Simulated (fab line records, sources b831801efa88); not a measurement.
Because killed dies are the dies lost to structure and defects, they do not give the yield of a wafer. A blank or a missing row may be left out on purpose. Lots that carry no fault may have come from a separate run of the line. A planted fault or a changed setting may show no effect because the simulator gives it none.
A single fault, viewed from 2 desks :: flow sky130 :: each desk has only its own numbers; what lay behind them comes last

## THE TOOL OWNER'S DESK: hdpcvd-02
The tool's own readings at SKY_VIA2_HDPCVD_00 (deposits SiO2, target thk 1180 nm, time 196.7 s): means of the sampled wafers that have a number, for each lot that ran on this tool. Any lot whose mean is over 4 standard deviations away from the usual mean is out of limits and marked OUT; that distance is given in the brackets.
Columns: A = run length s at SKY_VIA2_HDPCVD_00, usual 224.6 s
lot: L614
first seen here: day 36 07:58
A: 224.3

lot: L618
first seen here: day 37 11:52
A: 224.7

lot: L620
first seen here: day 37 18:49
A: 224.3

lot: L622
first seen here: day 38 09:14
A: 224.2

lot: L625
first seen here: day 39 15:20
A: 213.1 (-19) OUT

lot: L627
first seen here: day 40 06:11
A: 212.8 (-20) OUT

lot: L628
first seen here: day 40 12:43
A: 213.3 (-19) OUT
This desk's finding: out of limits on L625, L627, L628; first on L625, day 39 15:20 (run length s at SKY_VIA2_HDPCVD_00). L614, L618, L620, L622: within limits.

## THE METROLOGY DESK
Lot by lot, what the gauges showed, no matter which tool ran the lot: averages of those sampled wafers that carry a number. Any lot whose mean is over 4 standard deviations away from the usual mean is out of limits and marked OUT; that distance is given in the brackets.
Columns: A = cd nm at SKY_POLY_CUT_CD_MEAS_08, usual 270.1 nm; B = VIA2_HDPCVD_THK at SKY_VIA2_THK_MEAS_01, usual 1175 nm
lot: L614
first seen here: day 25 03:05
A: 269.1
B: 1180

lot: L617
first seen here: day 26 00:39
A: 272.3
B: 1190

lot: L618
first seen here: day 26 10:04
A: 271.0
B: 1172

lot: L620
first seen here: day 26 22:04
A: 267.8
B: 1166

lot: L622
first seen here: day 27 13:52
A: 269.7
B: 1174

lot: L624
first seen here: day 28 15:32
A: 270.5
B: 1168

lot: L625
first seen here: day 28 21:17
A: 269.9
B: 1108 (-6.0) OUT

lot: L626
first seen here: day 29 06:50
A: 269.1
B: 1182

lot: L627
first seen here: day 29 16:23
A: 269.4
B: 1109 (-6.0) OUT

lot: L628
first seen here: day 29 22:39
A: 270.6
B: 1112 (-5.7) OUT

lot: L634
first seen here: day 31 16:17
A: 271.0
B: 1177
Finding of this desk: L625, L627, L628 out of limits, first seen on L625 at day 39 15:26 (VIA2_HDPCVD_THK at SKY_VIA2_THK_MEAS_01). L614, L617, L618, L620, L622, L624, L626, L634: within limits.

## ALL TOGETHER
The tool owner's desk had the chance to raise an alarm at day 39 15:20 on L625, L627, L628.
The metrology desk could have raised an alarm at day 39 15:26, on L625, L627, L628.
All the named lots went through SKY_VIA2_HDPCVD_00 on hdpcvd-02.

## WHAT THE SIMULATOR HAD INSERTED
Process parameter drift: hdpcvd-02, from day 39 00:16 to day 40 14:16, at SKY_VIA2_HDPCVD_00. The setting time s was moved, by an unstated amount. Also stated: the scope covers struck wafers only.
Shown lots that were struck: L625, L627, L628.
Counting hours from when the fault started, the first reading out of limits came at 15 for the tool owner's desk and at 15 for the metrology desk.
